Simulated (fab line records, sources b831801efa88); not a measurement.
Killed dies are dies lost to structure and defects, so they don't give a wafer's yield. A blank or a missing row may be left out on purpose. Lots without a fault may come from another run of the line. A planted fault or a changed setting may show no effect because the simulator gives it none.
Tool commonality check | flow sky130 | 10 lots, 30 wafers sampled

WHY IT WAS OPENED
At SKY_POLY_GATE_THK_MEAS_01 the reading POLY_GATE_CVD_00_THK is flagged on 2 of 10 lots. Wafers without a fault read 179.8 nm, standard deviation 1.5.
Rule: a lot is flagged when every wafer of it that has a number lies more than 4 standard deviations from that mean, or none has a number. The other lots count as sound.

lot  | measured     | on            | POLY_GATE_CVD_00_THK (nm), wafer by wafer | flag
L554 | day 14 06:27 | film_metro-01 | 178.4 178.5 178.7                         |
L558 | day 15 06:04 | film_metro-04 | 182.0 181.2 180.3                         |
L560 | day 15 21:16 | film_metro-02 | 98.1 98.3 97.2                            | FLAGGED
L561 | day 16 17:56 | film_metro-04 | 99.2 98.9 98.8                            | FLAGGED
L570 | day 19 11:03 | film_metro-04 | 177.5 177.6 178.3                         |
L572 | day 20 15:46 | film_metro-02 | 178.9 180.6 180.8                         |
L573 | day 20 16:58 | film_metro-02 | 177.8 178.6 178.5                         |
L574 | day 21 01:20 | film_metro-04 | 181.1 181.8 181.2                         |
L575 | day 21 05:57 | film_metro-01 | 179.2 180.2 180.2                         |
L576 | day 21 15:58 | film_metro-04 | 180.7 178.8 181.0                         |
The numbers of the flagged lots are 98.4 nm on average: -81.4 nm against the usual, or -54 standard deviations.

WHICH TOOL RAN EACH LOT
The record holds 1 process step before the reading, out of a route of 708 steps. In each cell: the tool, then ch and the chambers that the sampled wafers went through, then the start.
lot  | flag    | SKY_POLY_GATE_CVD_00
L554 |         | lpcvd-01 ch 1, day 14 05:15
L558 |         | lpcvd-01 ch 1, day 15 04:52
L560 | FLAGGED | lpcvd-01 ch 0, day 15 20:04
L561 | FLAGGED | lpcvd-01 ch 0, day 16 16:44
L570 |         | lpcvd-01 ch 0, day 19 09:50
L572 |         | lpcvd-01 ch 1, day 20 14:34
L573 |         | lpcvd-01 ch 1, day 20 15:46
L574 |         | lpcvd-01 ch 1, day 21 00:08
L575 |         | lpcvd-01 ch 1, day 21 04:45
L576 |         | lpcvd-01 ch 0, day 21 14:45
What these steps do:
- SKY_POLY_GATE_CVD_00: deposits poly-Si, target thk 180 nm, time 720 s.
- SKY_POLY_GATE_THK_MEAS_01

FLAGGED OVER TOTAL, TOOL BY TOOL (the gauges that took the reading come last)
step                      | tool          | lots run | flagged | share of the flagged lots | sound lots run after its first flagged lot
SKY_POLY_GATE_CVD_00      | lpcvd-01      | 10       | 2       | all                       | 6 (L570,L572,L573,L574,L575,L576)
SKY_POLY_GATE_THK_MEAS_01 | film_metro-01 | 2        | 0       | none                      | -
SKY_POLY_GATE_THK_MEAS_01 | film_metro-02 | 3        | 1       | some                      | 2 (L572,L573)
SKY_POLY_GATE_THK_MEAS_01 | film_metro-04 | 5        | 1       | some                      | 3 (L570,L574,L576)

WHAT THE TABLE ALLOWS
1 row of the table ran every flagged lot: lpcvd-01 at SKY_POLY_GATE_CVD_00.
- lpcvd-01 at SKY_POLY_GATE_CVD_00: 2 of its 10 lots flagged. Sound lots ran on it after the first flagged one (L570, L572, L573, L574, L575, L576), which a lasting fault on the whole tool wouldn't allow. Its own readings lie more than 4 standard deviations out on every wafer of the flagged lots: spike_tc_bottom_C, spike_tc_centre_C, spike_tc_lower_C, spike_tc_top_C, spike_tc_upper_C, susceptor_temp_C.
No row of the table ran every flagged lot and no sound lot after the first.

WHAT THE SIMULATOR HAD PUT IN
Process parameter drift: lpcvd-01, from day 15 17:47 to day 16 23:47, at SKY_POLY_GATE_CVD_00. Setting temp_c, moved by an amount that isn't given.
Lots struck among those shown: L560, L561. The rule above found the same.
